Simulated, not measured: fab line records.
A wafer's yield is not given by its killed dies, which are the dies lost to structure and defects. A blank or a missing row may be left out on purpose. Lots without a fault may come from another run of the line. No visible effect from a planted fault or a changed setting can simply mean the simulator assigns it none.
fab line records ; flow sky130
record: lots: 12; wafers: 36; last_day: 50
route steps=708 shown METAL4@634 METAL5@666 PASSIVATION@682 PAD_OPEN@708
lots that met no fault: taken from a fault-free run of the same line
start_h: hours from the record's opening day to when the first of the lot's shown wafers began ; wait_h: hours from the lot's prior step to this one ; " unchanged from the row above ; L1.1+2: several wafers, shown together as one row ; - value missing, or start not given ; * or withheld: withheld ; < > ~ a bound
route shown NAME@n: a module of which the file shows steps, and the number in the route of the first ; usual: the fault-free wafers' mean and standard deviation ; same: alike in all rows ; chamber/n: place in a boat ; sites: per-site readings ; _std_site: standard deviation of those values ; _edge_site: inner sites' mean taken away from outer sites' mean ; radius_mm: for every site, how far away it sits from the centre of the wafer ; mask NAME#n: copy n ; behind: the tool/chamber that last shaped the wafer ; hold: why the lot was held/for how many hours/how that ended ; device: which transistor (n, p or np) failed to switch ; end of line: tests run on the same wafers once the route is complete ; a step without rows: its recipe alone ; killed: dies lost to structure and defects at the first sort, not the wafer's yield ; map: per-die view of a wafer (x killed, . not killed, _ where there is no die)
set.NAME: the run value of the setting; set.NAME@STEP: its run value at that earlier step ; model.NAME: the simulator's own value behind a step, which no gauge read
one table for each step of the route and one row for each wafer, over a sample of lots
services: when a tool's chamber went out of use (start_h, in hours from the record's first day, below 0 if earlier), for how many hours, and the reason
== steps ==
step: SKY_METAL4_METAL_ETCH_18
recipe: target_depth_a: 8450; stop_on: SiO2; over_etch_frac: 0.3; time_s: 183.1; chemistry: Cl2/BCl3; resist_sidewall_deg: 88; pressure_mtorr: 10; icp_w: 900; bias_w: 48.5; Cl2_flow_sccm: 60; bcl3_flow_sccm: 30
usual: chamber_pressure_mTorr: 10.001/0.0096; drypump_motor_current_A: 5.5/0.3; oes_product_au: 0.865/0.0065; throttle_valve_pct: 22.264/0.0083
lot.wafer;tool;chamber;start_h;wait_h;chamber_pressure_mTorr;drypump_motor_current_A;oes_product_au;rf_hours_counter_h;throttle_valve_pct
L303.1;rie_metal-02;0;989.57;0.0;10.005;5.6;0.866;15;22.261
L303.5;rie_metal-02;0;989.57;0.0;10.006;5.7;0.857;-;22.274
L303.6;rie_metal-02;1;989.57;0.0;9.999;5.6;0.861;-;22.261
L305.1;rie_metal-02;1;1005.11;0.0;10.002;5.6;0.866;10;22.275
L305.2;rie_metal-02;0;1005.11;0.0;10.004;5.7;0.859;16;22.258
L305.3;rie_metal-02;0;1005.11;0.0;9.992;5.7;0.856;-;22.262
L306.2;rie_metal-02;1;1015.03;0.1;9.990;5.6;0.866;-;22.261
L306.5;rie_metal-02;1;1015.03;0.1;10.012;5.6;0.859;-;22.264
L306.6;rie_metal-02;1;1015.03;0.1;10.006;5.6;0.868;-;22.276
L307.2;rie_metal-02;1;1019.96;0.0;10.015;5.6;0.867;11;22.256
L307.4;rie_metal-02;1;1019.96;0.0;10.000;5.6;0.858;-;22.274
L307.6;rie_metal-02;0;1019.96;0.0;10.002;5.7;0.864;-;22.265
L308.2;rie_metal-01;0;1020.12;0.0;9.988;5.6;0.869;20;22.266
L308.3;rie_metal-01;1;1020.12;0.0;9.997;4.8;0.874;-;22.269
L308.6;rie_metal-01;0;1020.12;0.0;9.985;5.6;0.863;-;22.243
L313.2;rie_metal-03;1;1054.02;0.0;10.004;5.8;0.860;9;22.277
L313.3;rie_metal-03;1;1054.02;0.0;9.997;5.8;0.862;-;22.269
L313.6;rie_metal-03;0;1054.02;0.0;9.987;5.6;0.873;-;22.266
L316.1;rie_metal-01;0;1096.91;0.0;10.000;5.6;0.869;25;22.269
L316.2;rie_metal-01;1;1096.91;0.0;9.988;4.9;0.879;20;22.247
L316.4;rie_metal-01;1;1096.91;0.0;10.010;4.9;0.869;-;22.257
L318.1;rie_metal-02;0;1098.12;0.0;10.000;5.7;0.868;22;22.279
L318.5;rie_metal-02;1;1098.12;0.0;9.995;5.6;0.852;-;22.252
L318.6;rie_metal-02;0;1098.12;0.0;9.989;5.6;0.861;-;22.253
L319.1;rie_metal-01;1;1098.82;0.0;10.007;4.9;0.878;20;22.256
L319.2;rie_metal-01;0;1098.82;0.0;9.979;5.6;0.868;25;22.260
L319.4;rie_metal-01;1;1098.82;0.0;9.994;4.9;0.873;-;22.256
L320.3;rie_metal-03;0;1099.37;0.1;10.011;5.6;0.861;-;22.272
L320.4;rie_metal-03;1;1099.37;0.1;9.985;5.8;0.862;-;22.257
L320.5;rie_metal-03;1;1099.37;0.1;10.018;5.8;0.867;-;22.256
L323.2;rie_metal-01;0;1120.90;0.0;9.987;5.6;0.875;27;22.256
L323.4;rie_metal-01;1;1120.90;0.0;10.005;4.9;0.871;-;22.272
L323.5;rie_metal-01;1;1120.90;0.0;9.993;4.9;0.864;-;22.270
L324.4;rie_metal-01;0;1123.08;0.1;10.028;5.6;0.865;-;22.277
L324.5;rie_metal-01;0;1123.08;0.1;9.987;5.6;0.862;-;22.264
L324.6;rie_metal-01;1;1123.08;0.1;9.981;4.8;0.854;-;22.246
step: SKY_METAL5_RS_MEAS_05
recipe: thk_meas_gauge: four-point-probe; reads: TiN_of_METAL5_SPUTTER_04+Ti_of_METAL5_SPUTTER_03+AlCu_of_METAL5_SPUTTER_02+TiN_of_METAL5_SPUTTER_01+Ti_of_METAL5_SPUTTER_00
usual: METAL5_ALCU_RS: 0.02706/0.0003
lot.wafer;tool;chamber;start_h;wait_h;METAL5_ALCU_RS[ohm/sq]
L303.1;film_metro-04;-;1015.47;0.0;0.02727
L303.5;film_metro-04;-;1015.47;0.0;0.02724
L303.6;film_metro-04;-;1015.47;0.0;0.02721
L305.1;film_metro-04;-;1031.21;0.0;0.02791
L305.2;film_metro-04;-;1031.21;0.0;0.02741
L305.3;film_metro-04;-;1031.21;0.0;0.02733
L306.2;film_metro-03;-;1040.70;0.0;0.0271
L306.5;film_metro-03;-;1040.70;0.0;0.02702
L306.6;film_metro-03;-;1040.70;0.0;0.02664
L307.2;film_metro-03;-;1045.28;0.0;0.02747
L307.4;film_metro-03;-;1045.28;0.0;0.02717
L307.6;film_metro-03;-;1045.28;0.0;0.02724
L308.2;film_metro-03;-;1045.58;0.0;0.02727
L308.3;film_metro-03;-;1045.58;0.0;0.02689
L308.6;film_metro-03;-;1045.58;0.0;0.02728
L313.2;film_metro-04;-;1079.06;0.0;0.02695
L313.3;film_metro-04;-;1079.06;0.0;0.0271
L313.6;film_metro-04;-;1079.06;0.0;0.02687
L316.1;film_metro-03;-;1120.08;0.0;0.02713
L316.2;film_metro-03;-;1120.08;0.0;0.02738
L316.4;film_metro-03;-;1120.08;0.0;0.02721
L318.1;film_metro-04;-;1121.76;0.0;0.02685
L318.5;film_metro-04;-;1121.76;0.0;0.02659
L318.6;film_metro-04;-;1121.76;0.0;0.02677
L319.1;film_metro-03;-;1122.30;0.0;0.02744
L319.2;film_metro-03;-;1122.30;0.0;0.02672
L319.4;film_metro-03;-;1122.30;0.0;0.02735
L320.3;film_metro-04;-;1123.25;0.1;0.02647
L320.4;film_metro-04;-;1123.25;0.1;0.02653
L320.5;film_metro-04;-;1123.25;0.1;0.02723
L323.2;film_metro-04;-;1143.15;0.0;0.02758
L323.4;film_metro-04;-;1143.15;0.0;0.02735
L323.5;film_metro-04;-;1143.15;0.0;0.02752
L324.4;film_metro-03;-;1144.77;0.1;0.02683
L324.5;film_metro-03;-;1144.77;0.1;0.02689
L324.6;film_metro-03;-;1144.77;0.1;0.0268
step: SKY_METAL5_SOFTBAKE_10
recipe: temp_c: 90; time_s: 60; resist: NOVOLAK
usual: exhaust_pa: 45.1/0.78; heater_power_total_W: 56.60/0.041; plate_temp_C: 89.98/0.14
lot.wafer;tool;chamber;start_h;wait_h;exhaust_pa;heater_power_total_W;plate_temp_C
L303.1;litho_track-04;0;1027.36;0.1;45.4;56.63;90.02
L303.5;litho_track-04;0;1027.36;0.1;44.1;56.61;89.94
L303.6;litho_track-04;0;1027.36;0.1;43.3;56.56;90.00
L305.1;litho_track-04;0;1043.36;0.1;44.5;54.23;87.43
L305.2;litho_track-04;0;1043.36;0.1;46.1;54.20;87.42
L305.3;litho_track-04;0;1043.36;0.1;45.1;54.22;87.56
L306.2;litho_track-03;0;1052.17;0.1;44.3;56.63;89.86
L306.5;litho_track-03;0;1052.17;0.1;45.0;56.60;89.96
L306.6;litho_track-03;0;1052.17;0.1;44.3;56.68;89.91
L307.2;litho_track-04;0;1055.13;0.1;44.6;54.16;87.51
L307.4;litho_track-04;0;1055.13;0.1;46.4;54.21;87.21
L307.6;litho_track-04;0;1055.13;0.1;44.4;54.11;87.19
L308.2;litho_track-04;0;1055.73;0.1;44.8;54.19;87.38
L308.3;litho_track-04;0;1055.73;0.1;45.9;54.24;87.58
L308.6;litho_track-04;0;1055.73;0.1;43.9;54.30;87.51
L313.2;litho_track-03;0;1090.37;0.1;44.3;56.54;90.04
L313.3;litho_track-03;0;1090.37;0.1;45.1;56.55;90.04
L313.6;litho_track-03;0;1090.37;0.1;44.8;56.58;90.04
L316.1;litho_track-04;0;1128.81;0.1;46.1;56.56;89.90
L316.2;litho_track-04;0;1128.81;0.1;44.5;56.63;89.93
L316.4;litho_track-04;0;1128.81;0.1;44.9;56.57;90.13
L318.1;litho_track-04;0;1130.86;0.1;45.0;56.53;89.68
L318.5;litho_track-04;0;1130.86;0.1;44.2;56.62;89.87
L318.6;litho_track-04;0;1130.86;0.1;44.8;56.62;89.83
L319.1;litho_track-04;0;1131.46;0.1;44.9;56.57;89.97
L319.2;litho_track-04;0;1131.46;0.1;44.6;56.61;89.92
L319.4;litho_track-04;0;1131.46;0.1;43.8;56.62;90.08
L320.3;litho_track-02;0;1132.46;0.1;45.4;56.62;90.00
L320.4;litho_track-02;0;1132.46;0.1;46.0;56.57;90.03
L320.5;litho_track-02;0;1132.46;0.1;44.9;56.57;90.01
L323.2;litho_track-02;0;1151.79;0.1;45.0;56.59;90.02
L323.4;litho_track-02;0;1151.79;0.1;44.9;56.63;90.02
L323.5;litho_track-02;0;1151.79;0.1;46.1;56.53;90.00
L324.4;litho_track-04;0;1154.49;0.1;44.3;56.65;90.13
L324.5;litho_track-04;0;1154.49;0.1;44.2;56.58;89.89
L324.6;litho_track-04;0;1154.49;0.1;45.8;56.62;90.01
step: SKY_PASSIVATION_THK_MEAS_01
recipe: reads: SiO2_of_PASSIVATION_CVD_00
usual: PASSIVATION_CVD_00_THK: 90.3/1.4
lot.wafer;tool;chamber;start_h;wait_h;PASSIVATION_CVD_00_THK[nm]
L303.1;film_metro-03;-;1039.21;-;91.0
L303.5;film_metro-03;-;1039.21;-;92.2
L303.6;film_metro-03;-;1039.21;-;92.6
L305.1;film_metro-01;-;1054.51;-;89.3
L305.2;film_metro-01;-;1054.51;-;89.5
L305.3;film_metro-01;-;1054.51;-;89.1
L306.2;film_metro-02;-;1063.56;-;89.8
L306.5;film_metro-02;-;1063.56;-;91.1
L306.6;film_metro-02;-;1063.56;-;93.4
L307.2;film_metro-01;-;1067.85;-;89.2
L307.4;film_metro-01;-;1067.85;-;90.7
L307.6;film_metro-01;-;1067.85;-;90.5
L308.2;film_metro-01;-;1068.42;-;90.7
L308.3;film_metro-01;-;1068.42;-;89.8
L308.6;film_metro-01;-;1068.42;-;91.9
L313.2;film_metro-02;-;1101.17;-;88.3
L313.3;film_metro-02;-;1101.17;-;90.6
L313.6;film_metro-02;-;1101.17;-;89.2
L316.1;film_metro-02;-;1140.29;-;89.9
L316.2;film_metro-02;-;1140.29;-;90.7
L316.4;film_metro-02;-;1140.29;-;91.4
L318.1;film_metro-03;-;1141.42;-;91.5
L318.5;film_metro-03;-;1141.42;-;92.7
L318.6;film_metro-03;-;1141.42;-;91.7
L319.1;film_metro-03;-;1142.03;-;88.8
L319.2;film_metro-03;-;1142.03;-;89.3
L319.4;film_metro-03;-;1142.03;-;91.8
L320.3;film_metro-02;-;1143.24;-;88.8
L320.4;film_metro-02;-;1143.24;-;89.4
L320.5;film_metro-02;-;1143.24;-;91.8
L323.2;film_metro-01;-;1161.82;-;89.3
L323.4;film_metro-01;-;1161.82;-;90.5
L323.5;film_metro-01;-;1161.82;-;91.8
L324.4;film_metro-02;-;1164.07;-;90.5
L324.5;film_metro-02;-;1164.07;-;91.1
L324.6;film_metro-02;-;1164.07;-;91.1
step: SKY_PAD_OPEN_PROBE_99
usual: defect_limited_yield: 82.4/1.9; killed_at_M0_to_M3: 44/6.5; killed_at_M4_up: 2.9/1.7; killed_at_contacts: 24/5.7; killed_at_front_end: 16/4.4; killed_at_other: 0.2/0.48; killed_dies: 87/9.6; killed_open: 48/6.7; killed_short: 38/6.2
same: gross_dies: 492; killed_at_back_side: 0
lot.wafer;tool;chamber;start_h;wait_h;defect_limited_yield[%];killed_at_M0_to_M3;killed_at_M4_up;killed_at_contacts;killed_at_front_end;killed_at_other;killed_dies;killed_open;killed_short
L318.1;prober-02;-;1180.24;0.1;83.3;42;2;24;14;0;82;43;39
L318.5;prober-02;-;1180.44;0.2;81.5;42;5;23;21;0;91;45;46
L318.6;prober-02;-;1180.49;0.2;78.9;48;5;31;19;1;104;58;46
L319.1;prober-01;-;1180.36;0.1;81.3;45;3;24;20;0;92;47;45
L319.2;prober-01;-;1180.41;0.1;86.4;37;0;19;11;0;67;36;31
L319.4;prober-01;-;1180.51;0.2;81.7;53;3;23;11;0;90;53;37
L323.2;prober-02;-;1198.19;0.1;82.3;46;4;17;19;1;87;58;28
L323.4;prober-02;-;1198.29;0.2;81.1;59;1;15;18;0;93;55;38
L323.5;prober-02;-;1198.34;0.2;79.5;51;4;24;22;0;101;55;46
L324.4;prober-01;-;1201.08;0.2;84.1;42;3;21;12;0;78;39;38
L324.5;prober-01;-;1201.13;0.2;83.1;45;5;20;13;0;83;48;34
L324.6;prober-01;-;1201.18;0.2;84.8;48;2;17;8;0;75;40;35
killed by level:class
L318.1 VIA1:geometric_particle:open=11 CONTACT:geometric_particle:open=8 METAL2:geometric_particle:short=8 CONTACT:geometric_particle:short=6 LI_CONTACT:geometric_particle:open=5 VIA2:geometric_particle:open=5 METAL1:geometric_particle:short=5 FIELD_ISO:geometric_particle:open=4
L319.1 VIA1:geometric_particle:open=11 LI_CONTACT:geometric_particle:open=9 CONTACT:geometric_particle:open=9 METAL2:geometric_particle:short=7 VIA2:geometric_particle:open=7 FIELD_ISO:geometric_particle:short=6 METAL1:geometric_particle:short=6 VIA1:geometric_particle:short=6
L319.2 VIA1:geometric_particle:open=10 CONTACT:geometric_particle:open=8 VIA1:geometric_particle:short=5 METAL2:geometric_particle:short=5 LI_CONTACT:geometric_particle:open=4 METAL1:geometric_particle:short=4 CONTACT:geometric_particle:short=4 VIA2:geometric_particle:open=3
L318.5 VIA1:geometric_particle:open=12 FIELD_ISO:geometric_particle:short=9 LI_CONTACT:geometric_particle:open=7 CONTACT:geometric_particle:open=7 METAL2:geometric_particle:short=7 VIA2:geometric_particle:open=5 VIA3:geometric_particle:open=5 LI_CONTACT:geometric_particle:short=4
L318.6 VIA1:geometric_particle:open=14 CONTACT:geometric_particle:open=14 METAL1:geometric_particle:short=7 METAL2:geometric_particle:short=7 FIELD_ISO:geometric_particle:open=6 LI_CONTACT:geometric_particle:open=6 CONTACT:geometric_particle:short=6 VIA3:geometric_particle:short=5
L319.4 VIA1:geometric_particle:open=11 CONTACT:geometric_particle:open=10 VIA3:geometric_particle:open=9 LI_CONTACT:geometric_particle:open=7 METAL1:geometric_particle:short=6 VIA2:geometric_particle:open=6 LOCAL_INTERCONNECT:geometric_particle:short=4 VIA3:geometric_particle:short=4
L323.2 VIA1:geometric_particle:open=15 VIA3:geometric_particle:open=8 POLY_GATE:geometric_particle:open=6 FIELD_ISO:geometric_particle:open=6 CONTACT:geometric_particle:open=6 LI_CONTACT:geometric_particle:open=5 METAL3:geometric_particle:short=5 VIA1:geometric_particle:short=4
L323.4 VIA1:geometric_particle:open=20 VIA1:geometric_particle:short=9 VIA3:geometric_particle:open=7 POLY_GATE:geometric_particle:short=5 LI_CONTACT:geometric_particle:open=5 CONTACT:geometric_particle:open=5 METAL1:geometric_particle:short=4 METAL2:geometric_particle:short=4
L323.5 VIA1:geometric_particle:open=11 VIA3:geometric_particle:open=9 POLY_GATE:geometric_particle:open=8 LI_CONTACT:geometric_particle:open=8 METAL2:geometric_particle:short=8 CONTACT:geometric_particle:open=7 METAL1:geometric_particle:short=7 POLY_GATE:geometric_particle:short=5
L324.4 CONTACT:geometric_particle:open=9 VIA1:geometric_particle:open=9 VIA3:geometric_particle:open=8 METAL1:geometric_particle:short=7 CONTACT:geometric_particle:short=5 METAL2:geometric_particle:short=5 FIELD_ISO:geometric_particle:open=4 VIA1:geometric_particle:short=4
L324.5 VIA1:geometric_particle:open=10 VIA3:geometric_particle:open=9 METAL2:geometric_particle:short=8 CONTACT:geometric_particle:open=7 VIA2:geometric_particle:open=5 FIELD_ISO:geometric_particle:open=4 FIELD_ISO:geometric_particle:short=4 LI_CONTACT:geometric_particle:short=4
L324.6 VIA1:geometric_particle:open=9 VIA3:geometric_particle:open=7 METAL2:geometric_particle:short=6 CONTACT:geometric_particle:open=6 METAL1:geometric_particle:short=6 VIA1:geometric_particle:short=5 METAL3:geometric_particle:short=5 LOCAL_INTERCONNECT:geometric_particle:open=4
== services ==
tool;chamber;start_h;hours;kind
rie_metal-02;0;1009.68;8.8;repair
rie_metal-02;-;1038.57;1.4;pm
rie_metal-01;-;1062.25;0.5;repair
rie_metal-01;-;1075.48;14.6;pm
rie_metal-03;0;1105.95;-;clean
rie_metal-03;0;1105.95;26.4;scheduled_down
rie_metal-03;0;1105.95;26.4;vent_cycle
rie_metal-01;0;1134.89;-;clean
rie_metal-01;0;1134.89;-;consumable_replace:focus_ring
rie_metal-01;0;1134.89;33.5;scheduled_down
rie_metal-01;0;1134.89;33.5;vent_cycle
litho_track-03;-;1139.98;-;consumable_replace:filter
rie_metal-03;-;1153.31;14.6;pm
== key ==
first_sign: step: SKY_METAL5_SOFTBAKE_10; reading: heater_power_total_W; direction: down; sigmas: 58; usual: *; struck: *
effect: step: SKY_METAL5_SOFTBAKE_10; reading: plate_temp_C; direction: down; sigmas: 19; usual: *; struck: *
met_at SKY_METAL5_SOFTBAKE_10
struck_lots L305,L307,L308
not_acting_at SKY_METAL4_METAL_ETCH_18,SKY_METAL5_RS_MEAS_05,SKY_PASSIVATION_THK_MEAS_01
onset_between 1027.36 1043.36
fault: kind: process_parameter_drift; tool: litho_track-04; chamber: -; onset_h: 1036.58; steps: SKY_METAL5_SOFTBAKE_10; channel: temp_c; offset: *; shape: step; end_h: 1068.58; acts_in: *; stated: *
